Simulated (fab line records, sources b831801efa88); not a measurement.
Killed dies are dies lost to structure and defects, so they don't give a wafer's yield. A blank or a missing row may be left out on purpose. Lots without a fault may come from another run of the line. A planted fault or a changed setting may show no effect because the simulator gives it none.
fab line records | flow sky130
record lots=12 wafers=36 last_day=50
route steps=708 shown VIA1@480 METAL2@486 VIA2@522 PAD_OPEN@708
lots that met no fault: from a run of the same line without faults
start_h: hours from the record's first day to the start of the lot's first wafer shown | wait_h: hours since the lot's step before | " the same as in the row above | L1.1+2: a row that stands for several wafers | - no value, or no start given | * or withheld: withheld | < > ~ a bound
route shown NAME@n: a module of which the file shows steps, and the number in the route of the first | usual: mean/standard deviation of fault-free wafers | same: alike in all rows | chamber/n: place in a boat | sites: the reading at each site | _std_site: their standard deviation | _edge_site: outer sites' mean less inner sites' | radius_mm: how far each site lies from the wafer's centre | mask NAME#n: copy n | behind: the tool/chamber that last shaped the wafer | hold: why the lot was held/for how many hours/how that ended | device: the transistor (n, p or np) that didn't switch | end of line: the same wafers' tests at the end of the route | a step without rows: its recipe alone | killed: dies lost to structure and defects at the first sort, not the wafer's yield | map: a wafer's dies, x killed, . not, _ none there
set.NAME: the setting as run; set.NAME@STEP: as run at that earlier step | model.NAME: the simulator's own value behind a step, which no gauge read
steps of the route over a sample of lots; a table a step, a row a wafer
services: from which hour (start_h, from the record's first day; less than 0 if before it) a tool's chamber was out of use, for how many hours, and why
## steps
# step SKY_VIA1_RS_MEAS_22
# recipe thk_meas_gauge=four-point-probe reads=W_of_VIA1_CVD_21+TiN_of_VIA1_SPUTTER_20
# usual VIA1_W_RS=0.426/0.004
# columns lot.wafer tool chamber start_h wait_h VIA1_W_RS[ohm/sq]
L248.1 film_metro-01 - 797.92 0.1 0.431
L248.5 " - " " 0.426
L248.6 " - " " 0.423
L249.2 film_metro-04 - 798.10 0.1 0.421
L249.3 " - " " 0.424
L249.5 " - " " 0.418
L250.1 film_metro-02 - 804.93 0.1 0.421
L250.5 " - " " 0.427
L250.6 " - " " 0.429
L255.2 film_metro-04 - 851.23 0.1 0.429
L255.3 " - " " 0.425
L255.6 " - " " 0.431
L260.1 film_metro-01 - 897.68 0.1 0.425
L260.2 " - " " 0.425
L260.6 " - " " 0.424
L259.1 film_metro-04 - 901.33 0.1 0.417
L259.3 " - " " 0.419
L259.6 " - " " 0.421
L262.2 film_metro-04 - 918.03 0.1 0.424
L262.5 " - " " 0.428
L262.6 " - " " 0.426
L261.3 film_metro-04 - 918.50 0.1 0.421
L261.5 " - " " 0.424
L261.6 " - " " 0.422
L264.1 film_metro-01 - 928.58 0.1 0.426
L264.2 " - " " 0.431
L264.4 " - " " 0.430
L266.1 film_metro-01 - 934.39 0.2 0.431
L266.2 " - " " 0.433
L266.6 " - " " 0.431
L268.4 film_metro-02 - 942.78 0.1 0.426
L268.5 " - " " 0.425
L268.6 " - " " 0.424
L271.3 film_metro-04 - 964.95 0.1 0.423
L271.5 " - " " 0.429
L271.6 " - " " 0.424
# step SKY_METAL2_SPUTTER_03
# recipe material=Ti target_thk_nm=5 power_w=3000 time_s=3.3 chamber_pressure_pa=0.4
# usual cathode_dc_power_W=3000.1/0.6 chamber_pressure_pa=0.3999/0.00075 throttle_valve_pct=29.4/1.2
# columns lot.wafer tool chamber start_h wait_h cathode_dc_power_W chamber_pressure_pa throttle_valve_pct
L248.1 pvd_sputter-04 - 798.47 0.0 3000.2 0.3999 27.7
L248.5 " - " " 2999.1 0.3993 27.5
L248.6 " - " " 3000.3 0.4006 31.1
L249.2 pvd_sputter-02 - 798.69 0.0 2998.7 0.3997 29.6
L249.3 " - " " 3000.4 0.4000 29.3
L249.5 " - " " 2999.5 0.4006 31.9
L250.1 pvd_sputter-01 - 805.48 0.0 3000.3 0.3995 29.7
L250.5 " - " " 3000.9 0.3993 29.5
L250.6 " - " " 3000.5 0.3998 27.7
L255.2 pvd_sputter-01 - 851.76 0.0 3001.1 0.3983 28.0
L255.3 " - " " 2999.7 0.4001 29.7
L255.6 " - " " 3000.6 0.4002 29.4
L260.1 pvd_sputter-02 - 898.23 0.0 2999.9 0.4626 27.2
L260.2 " - " " 2999.6 0.4634 27.3
L260.6 " - " " 3000.0 0.4634 27.0
L259.1 pvd_sputter-02 - 901.88 0.0 3000.0 0.4636 29.6
L259.3 " - " " 3000.1 0.4620 26.7
L259.6 " - " " 3000.8 0.4639 29.4
L262.2 pvd_sputter-01 - 918.56 0.0 2999.9 0.3992 28.3
L262.5 " - " " 3001.8 0.3993 28.5
L262.6 " - " " 2999.6 0.3996 28.0
L261.3 pvd_sputter-04 - 919.01 0.0 3000.0 0.3998 27.5
L261.5 " - " " 2999.7 0.3993 29.6
L261.6 " - " " 2999.2 0.4000 28.8
L264.1 pvd_sputter-01 - 929.13 0.0 3000.2 0.3994 29.7
L264.2 " - " " 3001.2 0.3994 28.3
L264.4 " - " " 3000.9 0.4014 28.0
L266.1 pvd_sputter-04 - 934.94 0.0 3001.7 0.3995 31.0
L266.2 " - " " 3000.2 0.4004 29.9
L266.6 " - " " 3000.5 0.4002 29.6
L268.4 pvd_sputter-04 - 943.28 0.0 2999.9 0.4012 28.9
L268.5 " - " " 3001.5 0.3989 29.8
L268.6 " - " " 3000.4 0.3986 31.2
L271.3 pvd_sputter-01 - 965.52 0.0 2999.5 0.3998 29.7
L271.5 " - " " 2999.7 0.3990 29.5
L271.6 " - " " 2999.7 0.4004 28.1
# step SKY_METAL2_DESCUM_17
# recipe chemistry=O2 source_power_w=150 bias_power_w=0 pressure_mtorr=10 temp_c=40 time_s=8
# usual drypump_motor_current_A=5.6/0.33 he_backside_leak_sccm=3.35/0.3 oes_product_au=1.003/0.013
# columns lot.wafer tool chamber start_h wait_h drypump_motor_current_A he_backside_leak_sccm oes_product_au rf_hours_counter_h
L248.1 rie_metal-04 0 825.55 0.0 6.0 3.59 1.009 14
L248.5 " 0 " " 6.0 3.22 1.015 -
L248.6 " 1 " " 5.6 3.25 1.002 -
L249.2 rie_metal-01 1 825.90 0.0 5.1 3.18 1.000 5
L249.3 " 0 " " 5.5 3.38 1.003 -
L249.5 " 0 " " 5.5 3.41 0.993 -
L250.1 rie_metal-01 1 832.20 0.0 5.1 3.16 0.996 5
L250.5 " 1 " " 5.1 2.84 0.999 -
L250.6 " 0 " " 5.5 2.80 0.996 -
L255.2 rie_metal-04 1 877.18 0.0 5.6 3.52 1.017 6
L255.3 " 0 " " 6.0 3.48 1.008 -
L255.6 " 1 " " 5.6 3.51 1.016 -
L260.1 rie_metal-01 0 924.35 0.0 5.5 3.14 0.995 17
L260.2 " 1 " " 5.1 2.97 0.999 10
L260.6 " 0 " " 5.5 3.17 0.983 -
L259.1 rie_metal-02 0 927.45 0.0 6.2 3.39 1.000 9
L259.3 " 0 " " 6.2 3.31 0.997 -
L259.6 " 1 " " 5.7 3.62 0.998 -
L262.2 rie_metal-01 1 943.20 0.0 5.1 3.30 0.997 11
L262.5 " 0 " " 5.5 3.13 0.989 -
L262.6 " 1 " " 5.1 3.30 0.997 -
L261.3 rie_metal-04 1 944.39 0.0 5.6 3.43 1.007 -
L261.5 " 1 " " 5.6 3.38 1.004 -
L261.6 " 0 " " 5.9 3.44 1.012 -
L264.1 rie_metal-04 0 954.45 0.0 6.0 3.42 1.020 2
L264.2 " 1 " " 5.6 3.50 1.015 11
L264.4 " 0 " " 6.0 3.40 1.018 -
L266.1 rie_metal-04 0 959.48 0.0 6.0 3.60 1.016 2
L266.2 " 1 " " 5.6 3.47 1.029 11
L266.6 " 1 " " 5.6 3.56 1.017 -
L268.4 rie_metal-04 0 967.89 0.0 6.0 3.48 1.036 -
L268.5 " 0 " " 6.0 3.47 1.023 -
L268.6 " 1 " " 5.6 3.37 1.014 -
L271.3 rie_metal-04 0 989.11 0.0 6.0 3.68 1.019 -
L271.5 " 0 " " 6.0 3.68 1.013 -
L271.6 " 1 " " 5.6 3.62 1.015 -
# step SKY_VIA2_ETCH_15
# recipe target=SiO2 chemistry=C4F8/O2/Ar target_depth_nm=546 stop_on=TiN mask_material=KrF-thick source_w=1500 bias_w=1200 pressure_mtorr=40 c4f8_flow_sccm=withheld O2_flow_sccm=6 Ar_flow_sccm=300 time_s=84
# usual oes_product_au=0.940/0.0049
# columns lot.wafer tool chamber start_h wait_h oes_product_au rf_hours_counter_h
L248.1 rie_diel-03 3 853.64 0.0 0.933 5
L248.5 " 2 " " 0.943 -
L248.6 " 3 " " 0.938 -
L249.2 rie_diel-02 2 853.77 0.0 0.939 7
L249.3 " 1 " " 0.941 4
L249.5 " 2 " " 0.937 -
L250.1 rie_diel-02 1 859.59 0.0 0.944 4
L250.5 " 1 " " 0.942 -
L250.6 " 3 " " 0.938 -
L255.2 rie_diel-04 1 903.99 0.0 0.946 5
L255.3 " 3 " " 0.945 4
L255.6 " 2 " " 0.936 -
L260.1 rie_diel-02 2 950.59 0.0 0.950 9
L260.2 " 3 " " 0.942 8
L260.6 " 0 " " 0.939 -
L259.1 rie_diel-02 0 953.74 0.0 0.944 15
L259.3 " 2 " " 0.928 9
L259.6 " 2 " " 0.938 -
L262.2 rie_diel-03 2 969.34 0.0 0.941 5
L262.5 " 0 " " 0.938 -
L262.6 " 1 " " 0.946 -
L261.3 rie_diel-04 2 970.64 0.0 0.945 20
L261.5 " 3 " " 0.942 -
L261.6 " 0 " " 0.941 -
L264.1 rie_diel-04 3 980.19 0.0 0.942 6
L264.2 " 2 " " 0.940 21
L264.4 " 1 " " 0.940 7
L266.1 rie_diel-03 1 985.54 0.0 0.933 26
L266.2 " 2 " " 0.944 6
L266.6 " 3 " " 0.937 -
L268.4 rie_diel-02 2 993.44 0.0 0.942 11
L268.5 " 2 " " 0.935 -
L268.6 " 3 " " 0.930 -
L271.3 rie_diel-03 2 1013.48 0.0 0.946 7
L271.5 " 1 " " 0.939 -
L271.6 " 2 " " 0.940 -
# step SKY_PAD_OPEN_PROBE_99
# usual defect_limited_yield=82.9/1.7 killed_at_M0_to_M3=42/6.7 killed_at_M4_up=3.4/2 killed_at_contacts=24/5.1 killed_at_front_end=14/4.2 killed_at_other=0.2/0.49 killed_dies=84/8.4 killed_open=46/7 killed_short=39/5.8 sort_bin_3_pad_short=0.8/0.42 sort_bin_5_function=10.2/1.3 sort_bin_6_memory=6.1/1 sort_n_pass=408/8.4 sort_yield_pct=82.9/1.7
# same gross_dies=492 killed_at_back_side=0 sort_bin_4_leakage[%]=0 sort_bin_8_speed[%]=0
# columns lot.wafer tool chamber start_h wait_h defect_limited_yield[%] killed_at_M0_to_M3 killed_at_M4_up killed_at_contacts killed_at_front_end killed_at_other killed_dies killed_open killed_short sort_bin_3_pad_short[%] sort_bin_5_function[%] sort_bin_6_memory[%] sort_n_pass sort_yield_pct[%]
L261.3 prober-01 - 1172.97 0.2 84.1 33 0 22 23 0 78 41 37 0.6 9.6 5.7 414 84.1
L261.5 prober-01 - 1173.07 0.2 82.9 46 1 23 14 0 84 51 33 1.0 9.1 6.9 408 82.9
L261.6 prober-01 - 1173.12 0.2 82.1 48 4 18 18 0 88 46 42 0.8 10.6 6.5 404 82.1
L264.1 prober-01 - 1177.28 0.1 85.6 37 3 23 8 0 71 37 34 1.0 9.3 4.1 421 85.6
L264.2 prober-01 - 1177.33 0.1 81.3 46 3 22 19 2 92 48 44 1.2 11.0 6.5 400 81.3
L264.4 prober-01 - 1177.43 0.2 84.3 32 3 34 8 0 77 45 32 1.4 7.7 6.5 415 84.3
# killed by level:class
L261.3 POLY_GATE:geometric_particle:short=7 CONTACT:geometric_particle:open=7 VIA1:geometric_particle:open=7 METAL2:geometric_particle:short=6 POLY_GATE:geometric_particle:open=5 VIA2:geometric_particle:open=5 LI_CONTACT:geometric_particle:open=5 LOCAL_INTERCONNECT:geometric_particle:short=5
L261.5 VIA1:geometric_particle:open=13 CONTACT:geometric_particle:open=9 VIA3:geometric_particle:open=8 VIA2:geometric_particle:open=7 LI_CONTACT:geometric_particle:open=6 CONTACT:geometric_particle:short=6 VIA2:geometric_particle:short=5 POLY_GATE:geometric_particle:open=4
L261.6 VIA1:geometric_particle:open=14 FIELD_ISO:geometric_particle:short=6 CONTACT:geometric_particle:short=6 VIA1:geometric_particle:short=6 VIA2:geometric_particle:open=6 VIA3:geometric_particle:open=6 METAL3:geometric_particle:short=5 FIELD_ISO:geometric_particle:open=4
L264.1 LOCAL_INTERCONNECT:geometric_particle:short=7 VIA1:geometric_particle:open=7 VIA3:geometric_particle:open=7 LI_CONTACT:geometric_particle:open=6 CONTACT:geometric_particle:open=5 METAL1:geometric_particle:short=5 METAL2:geometric_particle:short=4 VIA2:geometric_particle:short=4
L264.2 VIA1:geometric_particle:open=13 VIA3:geometric_particle:open=7 FIELD_ISO:geometric_particle:short=6 LOCAL_INTERCONNECT:geometric_particle:short=6 CONTACT:geometric_particle:open=6 POLY_GATE:geometric_particle:open=5 LI_CONTACT:geometric_particle:open=5 METAL2:geometric_particle:short=5
L264.4 CONTACT:geometric_particle:open=13 LI_CONTACT:geometric_particle:open=7 VIA1:geometric_particle:open=6 VIA3:geometric_particle:open=6 LOCAL_INTERCONNECT:geometric_particle:short=5 CONTACT:geometric_particle:short=5 VIA2:geometric_particle:open=5 METAL2:geometric_particle:short=4
## services
# columns tool chamber start_h hours kind
rie_diel-04 2 790.60 3.1 repair
rie_metal-02 1 793.50 19.7 repair
rie_metal-01 - 802.08 1.4 pm
pvd_sputter-02 - 811.66 1.5 repair
pvd_sputter-01 - 814.61 11.5 repair
rie_diel-03 2 820.41 4.9 repair
rie_diel-02 3 822.54 3.8 repair
rie_diel-03 1 824.65 1.3 repair
rie_metal-02 - 834.34 14.6 pm
pvd_sputter-02 - 850.15 3.1 repair
pvd_sputter-02 - 875.12 3.2 repair
pvd_sputter-04 - 883.49 6.7 repair
rie_diel-02 0 891.27 9.9 repair
rie_metal-04 0 899.38 - clean
pvd_sputter-01 - 900.93 0.5 repair
rie_diel-04 3 917.28 10.2 repair
rie_diel-02 - 946.75 1.4 repair
pvd_sputter-01 - 952.13 3.7 repair
rie_metal-01 0 967.17 1.6 repair
rie_diel-04 - 971.39 1.4 repair
pvd_sputter-02 - 980.88 2.7 repair
rie_metal-01 1 983.21 1.8 repair
rie_diel-04 - 990.71 2.8 pm
rie_diel-02 3 1005.68 6.7 repair
## key
first_sign step=SKY_METAL2_SPUTTER_03 reading=chamber_pressure_pa direction=up sigmas=84 usual=0.3999 struck=0.4631
effect none on later readings
met_at SKY_METAL2_SPUTTER_03
struck_lots L259,L260
not_acting_at SKY_VIA1_RS_MEAS_22,SKY_METAL2_DESCUM_17,SKY_VIA2_ETCH_15
onset_between 798.69 898.23
fault kind=process_parameter_drift tool=pvd_sputter-02 chamber=- onset_h=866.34 steps=SKY_METAL2_SPUTTER_03 channel=chamber_pressure_pa offset=0.062508 shape=step end_h=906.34 acts_in=these_recipes_only stated=0.4
